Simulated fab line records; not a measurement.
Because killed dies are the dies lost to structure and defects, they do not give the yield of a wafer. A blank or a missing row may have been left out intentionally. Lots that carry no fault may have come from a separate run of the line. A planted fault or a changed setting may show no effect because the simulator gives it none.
A lot that was struck, set against a sound lot | flow gf180mcu | 17 out of 602 route steps
Sound: wafers L658.1, L658.4, L658.6. Struck: wafer L673.3. (L673.1, L673.5 of the same lot were not struck and are left out.) The cause comes at the end.
At each step with rows: each side's tool, then ch and its chambers, then its first start. Under that, the readings that differ: sound wafers | struck wafers | difference of the means | sigmas: that difference in standard deviations of wafers without a fault.
alike: words and numbers the same on both sides, and readings whose means are apart by under 2 such deviations; not compared: readings that were withheld, readings missing a value for some wafer, numbers with overlapping values and no deviation given by the record, and bounds like >300 which may hide the same value.
A row with sigmas, a row that says differs or no value, or rows on one side alone: a step with any of these is where the two part. Numbers that don't overlap but have no deviation are shown without sigmas and don't part them. A reading that every wafer of one side lacks parts them only if that side has two wafers or more.

GF_SAB_STRIP_13: strips in O2/N2.
  sound on plasma-asher-04 ch 0,1, day 17 12:13; struck on plasma-asher-01 ch 0, day 22 18:40
  alike: drypump-motor-current-A, heater-power-w, oes-product-au, strip-time-to-endpoint-s
  not compared: rf-hours-counter-h
then, 2 steps without rows for these wafers: GF_SALICIDE_CLEAN_00 (cleans in SC1/SC2, time 150 s); GF_SALICIDE_WET_ETCH_01 (etches SiO2 in dHF, target depth 5 nm, time 100 s).
GF_SALICIDE_SPUTTER_02: material Co, target thk 10 nm, time 20 s.
  sound on pvd-sputter-03 at day 17 12:25; struck on pvd-sputter-01 at day 22 18:52
  reading                | sound          | struck | difference | sigmas
  throttle-valve-pct (%) | 29.8 29.5 28.9 | 31.3   | +1.9       | +2
GF_SALICIDE_SPUTTER_03: material TiN, target thk 20 nm, time 16.7 s.
  sound on pvd-sputter-03 at day 17 12:26; struck on pvd-sputter-01 at day 22 18:53
  alike: throttle-valve-pct
GF_SALICIDE_RS_MEAS_04: the measuring method here is four-point-probe.
  sound on film-metro-01 at day 17 12:28; struck on film-metro-01 at day 22 18:55
  alike: SALICIDE_TIN_RS
GF_SALICIDE_THK_MEAS_05: measures by xrf.
  sound on film-metro-01 at day 17 12:35; struck on film-metro-01 at day 22 19:02
  alike: SALICIDE_TIN_THK
GF_SALICIDE_RTA_06: time 30 s.
  sound on rtp-anneal-01 ch 0, day 17 12:38; struck on rtp-anneal-02 ch 0, day 22 19:05
  alike: lamp-power-pct, wafer_temp_C_max
then, 1 step without rows for these wafers: GF_SALICIDE_WET_ETCH_07 (etches the open film in SPM, target depth 120 nm).
GF_SALICIDE_RTA_08: time 30 s.
  sound on rtp-anneal-02 ch 0, day 17 12:50; struck on rtp-anneal-01 ch 0, day 22 19:17
  alike: lamp-power-pct, wafer_temp_C_max
then, 1 step without rows for these wafers: GF_CONTACT_CVD_00 (deposits SiO2, target thk 300 nm, time 50 s).
GF_CONTACT_THK_MEAS_01:
  sound on film-metro-01 at day 17 12:59; struck on film-metro-01 at day 22 19:26
  alike: CONTACT_CVD_00_THK
GF_CONTACT_CVD_02: deposits SiO2 from TEOS, target thk 860 nm, time 95.992 s.
  sound on pecvd-01 ch 0,1,2, day 17 13:02; struck on pecvd-04 ch 0, day 22 19:29
  reading                                  | sound             | struck | difference | sigmas
  heater-power-w (W)                       | 672 618 684       | 457    | -201       | -2
  rf-fwd-power-W (W)                       | 599.0 594.1 592.8 | 600.3  | +5.0       | +2
  model.SiO2_of_CONTACT_CVD_02.thk-nm (nm) | 839.3 851.2 855.4 | 597.4  | -251.2     |
GF_CONTACT_THK_MEAS_03:
  sound on film-metro-04 at day 17 13:07; struck on film-metro-02 at day 22 19:34
  reading                 | sound       | struck | difference | sigmas
  CONTACT_CVD_02_THK (nm) | 839 852 855 | 598    | -251       | -23
GF_CONTACT_CMP_04: polishes SiO2.
  sound on cmp-01 ch 0,3, day 17 13:13; struck on cmp-01 ch 0, day 22 19:37
  reading                | sound       | struck | difference | sigmas
  time-to-endpoint-s (s) | 108 117 117 | 17     | -97        | -20
  alike: motor-current-A
GF_CONTACT_BOW_MEAS_05:
  sound on film-metro-04 at day 17 13:28; struck on film-metro-04 at day 22 19:55
  alike: CONTACT_BOW
GF_PASSIVATION_PROBE_99:
  rows exist in the record for the sound wafers here (prober-02, day 31 03:02), none for the struck ones

== WHERE THEY PART ==
Earliest at GF_SALICIDE_SPUTTER_02; latest, in this record, at GF_PASSIVATION_PROBE_99.

WHY: the cause the simulator had injected
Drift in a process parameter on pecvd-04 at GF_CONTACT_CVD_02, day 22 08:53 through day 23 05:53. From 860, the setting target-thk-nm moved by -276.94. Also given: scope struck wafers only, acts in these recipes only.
